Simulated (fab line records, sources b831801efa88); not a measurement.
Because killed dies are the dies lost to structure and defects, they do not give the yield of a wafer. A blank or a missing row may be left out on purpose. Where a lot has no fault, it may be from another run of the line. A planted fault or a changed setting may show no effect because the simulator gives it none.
Which tool is to blame?	flow gf180mcu	36 wafers from 12 lots sampled at 6 of the route's 602 steps

WHAT THE GAUGES READ, wafer by wafer
GF_HV_LDD_TW_MEAS_23. Usual: HV_LDD_2_TW gives 1052 (standard deviation 7.3).
lot	measured	on	HV_LDD_2_TW	flag
L142	day 11 02:56	film-metro-04	1050 1047 1048	
L143	day 11 13:48	film-metro-03	1053 1057 1056	
L144	day 11 22:02	film-metro-03	1054 1055 1058	
L145	day 12 03:47	film-metro-03	1059 1057 1054	
L148	day 12 23:40	film-metro-03	1060 1060 1051	
L154	day 14 20:26	film-metro-03	1060 1065 1062	
L155	day 15 03:20	film-metro-01	1045 1046 1045	
L156	day 15 17:38	film-metro-03	1064 1059 1061	
L157	day 15 21:10	film-metro-01	1045 1052 1043	
L162	day 17 05:11	film-metro-03	1065 1066 1072	
L163	day 17 13:47	film-metro-04	1037 1039 1037	
L164	day 18 00:49	film-metro-03	1051 1056 1053	

GF_PSD_TW_MEAS_11. Usual: PSD_TW gives 3170 (standard deviation 22).
lot	measured	on	PSD_TW	flag
L142	day 14 12:07	film-metro-03	3189 3192 3179	
L143	day 15 01:05	film-metro-01	3140 3157 3164	
L144	day 15 11:46	film-metro-03	3192 3196 3199	
L145	day 15 17:10	film-metro-01	3160 3150 3151	
L148	day 16 16:34	film-metro-02	3164 3165 3152	
L154	day 18 18:08	film-metro-03	3047 3060 3048	OFF
L155	day 19 03:45	film-metro-02	3132 3142 3136	
L156	day 19 19:02	film-metro-01	3027 3033 3038	OFF
L157	day 19 23:02	film-metro-02	3149 3156 3145	
L162	day 21 09:22	film-metro-01	3153 3157 3157	
L163	day 21 17:34	film-metro-02	3146 3152 3160	
L164	day 22 05:22	film-metro-03	3170 3174 3176	

GF_PSD_RS_MEAS_15: measures by four-point-probe. Usual: PSD_RS gives 108.49 ohm/sq (standard deviation 0.28).
lot	measured	on	PSD_RS (ohm/sq)	flag
L142	day 14 12:26	film-metro-02	108.53 108.92 108.56	
L143	day 15 01:25	film-metro-01	108.74 108.77 108.50	
L144	day 15 12:05	film-metro-02	108.82 108.60 108.83	
L145	day 15 17:29	film-metro-02	108.13 108.46 108.33	
L148	day 16 16:53	film-metro-02	108.30 108.34 108.65	
L154	day 18 18:28	film-metro-01	117.05 117.07 116.97	OFF
L155	day 19 04:04	film-metro-02	108.75 108.58 108.82	
L156	day 19 19:22	film-metro-01	116.97 116.90 117.01	OFF
L157	day 19 23:37	film-metro-02	108.36 108.35 108.61	
L162	day 21 09:43	film-metro-03	108.11 108.23 108.33	
L163	day 21 17:54	film-metro-03	108.50 107.99 108.47	
L164	day 22 05:41	film-metro-03	108.54 108.42 108.46	

GF_SAB_CD_MEAS_09: the cd target is 420 nm. Usual: 420.0 nm for cd-nm, sd 2.1.
lot	measured	on	cd-nm (nm)	flag
L142	day 15 09:38	cd-sem-01	418.3 421.3 419.0	
L143	day 15 22:51	cd-sem-02	422.5 422.9 424.5	
L144	day 16 10:11	cd-sem-01	417.4 417.3 419.8	
L145	day 16 15:20	cd-sem-01	419.5 420.0 420.8	
L148	day 17 15:09	cd-sem-02	420.8 420.7 418.9	
L154	day 19 18:02	cd-sem-02	416.8 420.8 417.5	
L155	day 20 04:25	cd-sem-01	424.0 423.0 421.0	
L156	day 20 19:08	cd-sem-02	419.4 419.9 420.8	
L157	day 20 23:42	cd-sem-02	417.8 418.0 419.0	
L162	day 22 08:50	cd-sem-02	418.3 420.0 416.7	
L163	day 22 17:23	cd-sem-02	421.8 421.3 420.0	
L164	day 23 05:04	cd-sem-01	419.7 422.4 421.1	

EACH LOT AND THE TOOL THAT RAN IT (in order: tool; ch and the chambers of the sampled wafers; start)
lot	GF_PSD_IMPLANT_09	GF_PSD_STRIP_10
L142	implanter-04 ch 0, day 14 11:53	plasma-asher-02 ch 0,1, day 14 12:01
L143	implanter-04 ch 0, day 15 00:52	plasma-asher-03 ch 0,1, day 15 00:59
L144	implanter-02 ch 0, day 15 11:32	plasma-asher-04 ch 0,1, day 15 11:40
L145	implanter-01 ch 0, day 15 16:55	plasma-asher-02 ch 0,1, day 15 17:04
L148	implanter-01 ch 0, day 16 16:19	plasma-asher-02 ch 0,1, day 16 16:28
L154	implanter-01 ch 0, day 18 17:55	plasma-asher-03 ch 0,1, day 18 18:03
L155	implanter-02 ch 0, day 19 03:30	plasma-asher-03 ch 0,1, day 19 03:39
L156	implanter-01 ch 0, day 19 18:48	plasma-asher-04 ch 0,1, day 19 18:55
L157	implanter-04 ch 0, day 19 22:47	plasma-asher-02 ch 0,1, day 19 22:56
L162	implanter-04 ch 0, day 21 09:09	plasma-asher-03 ch 0,1, day 21 09:17
L163	implanter-04 ch 0, day 21 17:20	plasma-asher-02 ch 0,1, day 21 17:27
L164	implanter-01 ch 0, day 22 05:08	plasma-asher-04 ch 0,1, day 22 05:15
- GF_PSD_IMPLANT_09
- GF_PSD_STRIP_10: strips in O2/N2.

WHAT THE TOOLS THEMSELVES READ (means of the sampled wafers that have a number; where no wafer has one, the mark that the record gives instead)
GF_PSD_STRIP_10. Usual: chamber-pressure-mTorr 1500.2 mTorr, standard deviation 1.5; drypump-motor-current-A 5.8 A, standard deviation 0.59; heater-power-w 335 W, standard deviation 20; oes-product-au 0.592 a.u., standard deviation 0.0046; strip-time-to-endpoint-s 16.52 s, standard deviation 0.039.
lot	tool	chamber-pressure-mTorr (mTorr)	drypump-motor-current-A (A)	heater-power-w (W)	oes-product-au (a.u.)	strip-time-to-endpoint-s (s)	flag
L142	plasma-asher-02	1499.4	6.1	341	0.590	16.57	
L143	plasma-asher-03	1499.4	5.4	345	0.592	16.55	
L144	plasma-asher-04	1499.0	5.5	320	0.592	16.52	
L145	plasma-asher-02	1500.7	6.0	340	0.591	16.48	
L148	plasma-asher-02	1499.5	6.1	342	0.591	16.52	
L154	plasma-asher-03	1499.7	5.4	346	0.603	15.98	OFF
L155	plasma-asher-03	1500.5	5.9	328	0.595	16.46	
L156	plasma-asher-04	1500.9	5.5	325	0.604	15.97	OFF
L157	plasma-asher-02	1499.7	6.1	341	0.590	16.54	
L162	plasma-asher-03	1501.7	5.9	328	0.593	16.51	
L163	plasma-asher-02	1498.7	6.0	341	0.593	16.51	
L164	plasma-asher-04	1500.9	5.5	326	0.590	16.49	

THE ANSWER, worked out from the rows above alone
Rule: a lot counts as off when the mean over its wafers that have a number is more than 3 standard deviations away from the usual mean. A lot without any number at a reading at which 4 lots or more have one is off too. The other lots that the step has rows for count as sound. Order of review: gauges by route order, followed by the tools' own readings, for which a lot's mean as printed above is used. At the first step where some lot is off, the reading lying furthest off is the one used; lots without a number count as furthest.
Off: at GF_PSD_TW_MEAS_11 (PSD_TW), L154, L156.
A tool fits if, at a process step before that reading, it ran every lot that is off, and no sound lot after the first of them. Not tried: the gauges at GF_PSD_TW_MEAS_11; whatever is off there is also off at GF_PSD_STRIP_10, on other tools, and gauge error can't account for it. Of those tried, none fits.

WHAT THE SIMULATOR HAD PUT IN
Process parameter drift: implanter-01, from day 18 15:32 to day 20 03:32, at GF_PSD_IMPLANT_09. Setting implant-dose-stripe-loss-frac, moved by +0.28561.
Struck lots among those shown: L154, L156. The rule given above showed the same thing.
